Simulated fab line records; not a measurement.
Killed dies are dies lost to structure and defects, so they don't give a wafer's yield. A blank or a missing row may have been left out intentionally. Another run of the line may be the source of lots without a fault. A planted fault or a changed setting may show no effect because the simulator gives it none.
Which tool was responsible? || flow gf180mcu || 18 wafers from 6 lots sampled at 4 of the route's 602 steps

WHAT THE GAUGES SHOWED, per wafer
GF_V4_THK_MEAS_03.
{"lot": "L198", "measured": "day 24 04:38", "on": "film_metro-02", "V4_CVD_02_THK (nm)": "847 858 862"}
{"lot": "L200", "measured": "day 24 17:25", "on": "film_metro-02", "V4_CVD_02_THK (nm)": "839 855 859"}
{"lot": "L209", "measured": "day 27 21:58", "on": "film_metro-02", "V4_CVD_02_THK (nm)": "846 866 867"}
{"lot": "L211", "measured": "day 28 13:35", "on": "film_metro-04", "V4_CVD_02_THK (nm)": "835 854 862"}
{"lot": "L214", "measured": "day 29 02:05", "on": "film_metro-04", "V4_CVD_02_THK (nm)": "844 864 872"}
{"lot": "L218", "measured": "day 30 04:44", "on": "film_metro-04", "V4_CVD_02_THK (nm)": "839 844 853"}

WHICH TOOL RAN EACH LOT (tool, then ch and the chambers of the sampled wafers, then the start)
{"lot": "L198", "GF_M3_SPUTTER_01": "pvd_sputter-03, day 21 03:10", "GF_V3_SPUTTER_21": "pvd_sputter-02, day 23 04:13", "GF_M4_SPUTTER_01": "pvd_sputter-04, day 23 05:01"}
{"lot": "L200", "GF_M3_SPUTTER_01": "pvd_sputter-03, day 21 16:09", "GF_V3_SPUTTER_21": "pvd_sputter-04, day 23 17:11", "GF_M4_SPUTTER_01": "pvd_sputter-04, day 23 17:59"}
{"lot": "L209", "GF_M3_SPUTTER_01": "pvd_sputter-04, day 25 03:41", "GF_V3_SPUTTER_21": "pvd_sputter-03, day 27 00:35", "GF_M4_SPUTTER_01": "pvd_sputter-04, day 27 01:22"}
{"lot": "L211", "GF_M3_SPUTTER_01": "pvd_sputter-03, day 25 20:31", "GF_V3_SPUTTER_21": "pvd_sputter-03, day 27 15:59", "GF_M4_SPUTTER_01": "pvd_sputter-04, day 27 16:46"}
{"lot": "L214", "GF_M3_SPUTTER_01": "pvd_sputter-04, day 26 09:49", "GF_V3_SPUTTER_21": "pvd_sputter-04, day 28 05:02", "GF_M4_SPUTTER_01": "pvd_sputter-02, day 28 05:49"}
{"lot": "L218", "GF_M3_SPUTTER_01": "pvd_sputter-04, day 27 15:05", "GF_V3_SPUTTER_21": "pvd_sputter-03, day 29 07:33", "GF_M4_SPUTTER_01": "pvd_sputter-04, day 29 08:34"}
- GF_M3_SPUTTER_01: material TiN, target thk 30 nm, time 25 s.
- GF_V3_SPUTTER_21: material Ti, target thk 15 nm, time 80.02 s.
- GF_M4_SPUTTER_01: material TiN, target thk 30 nm, time 25 s.

THE ANSWER, worked out from the rows above alone
Rule: usual is defined by the lots themselves. Put in order of their means at a reading, lots are off if they are a third of the lots or fewer, leave a main group of 4 or more, and stand apart from it by a gap of 3 or more times the standard deviation of the main group's means; of several such gaps the widest counts. The tables above print the reading to a certain number of digits; a main group whose means all agree to those digits is not used. Also off: a lot with no number at a reading for which 4 or more lots have one. The other lots that the step has rows for count as sound.
None of the lots is off at any reading shown; this tells nothing.

WHAT THE SIMULATOR HAD INSERTED
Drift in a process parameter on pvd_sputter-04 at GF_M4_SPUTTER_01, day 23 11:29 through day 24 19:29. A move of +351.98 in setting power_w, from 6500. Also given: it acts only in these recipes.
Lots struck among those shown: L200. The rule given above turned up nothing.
